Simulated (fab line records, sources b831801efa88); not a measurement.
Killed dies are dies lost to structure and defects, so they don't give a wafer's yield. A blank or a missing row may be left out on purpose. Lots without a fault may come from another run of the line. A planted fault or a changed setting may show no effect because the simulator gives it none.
Which tool did it? | flow sky130 | 6 lots, 18 wafers sampled, at 3 steps of a route of 708

WHAT THE GAUGES READ, wafer by wafer
SKY_POLY_GATE_THK_MEAS_04.
lot  | measured     | on            | POLY_GATE_CVD_03_THK (nm)
L484 | day 16 03:13 | film_metro-03 | 75.4 74.7 75.7
L486 | day 16 05:58 | film_metro-04 | 75.8 76.4 75.8
L488 | day 18 09:11 | film_metro-02 | 75.4 75.9 75.1
L495 | day 19 09:53 | film_metro-03 | 98.7 98.1 98.7
L503 | day 22 13:37 | film_metro-02 | 74.8 75.0 74.8
L505 | day 23 08:23 | film_metro-02 | 77.0 76.0 76.3

WHICH TOOL RAN EACH LOT (tool, then ch and the chambers of the sampled wafers, then the start)
lot  | SKY_FIELD_ISO_ETCH_14             | SKY_POLY_GATE_CVD_03
L484 | rie_diel-02 ch 0,1,3, day 2 20:38 | lpcvd-02 ch 0, day 16 01:52
L486 | rie_diel-04 ch 1,2, day 2 20:59   | lpcvd-02 ch 1, day 16 04:34
L488 | rie_diel-03 ch 0,1,2, day 3 11:59 | lpcvd-02 ch 1, day 18 07:08
L495 | rie_diel-04 ch 0,2,3, day 4 19:59 | lpcvd-02 ch 0, day 19 08:31
L503 | rie_diel-03 ch 0,2,3, day 6 15:41 | lpcvd-02 ch 0, day 22 12:13
L505 | rie_diel-03 ch 0,1, day 7 04:38   | lpcvd-02 ch 0, day 23 06:20
- SKY_FIELD_ISO_ETCH_14: etches BARC in N2/H2, stops on SiO2, time 45.9 s, target depth 60 nm.
- SKY_POLY_GATE_CVD_03: deposits Si3N4 from DCS/NH3, target thk 75 nm, time 1290 s.

THE ANSWER, worked out from the rows above alone
Rule: what is usual is taken from the lots themselves. Put in order of their means at a reading, lots are off if they are a third of the lots or fewer, leave a main group of 4 or more, and stand apart from it by a gap of 3 or more times the standard deviation of the main group's means; of several such gaps the widest counts. A main group whose means are all the same, to the digits that the tables above print for the reading, isn't used. A lot without any number at a reading at which 4 lots or more have one is off too. The other lots that the step has rows for count as sound.
Off: L495, at SKY_POLY_GATE_THK_MEAS_04 (POLY_GATE_CVD_03_THK). The main group: mean 75.6 nm, standard deviation 0.55.
A tool fits if, at a process step before that reading, it ran every lot that is off, and no sound lot after the first of them. The gauges at SKY_POLY_GATE_THK_MEAS_04 are tried like those tools. Can't be told from this: 2 tools fit, rie_diel-04 at SKY_FIELD_ISO_ETCH_14, film_metro-03 at SKY_POLY_GATE_THK_MEAS_04.

WHAT THE SIMULATOR HAD PUT IN
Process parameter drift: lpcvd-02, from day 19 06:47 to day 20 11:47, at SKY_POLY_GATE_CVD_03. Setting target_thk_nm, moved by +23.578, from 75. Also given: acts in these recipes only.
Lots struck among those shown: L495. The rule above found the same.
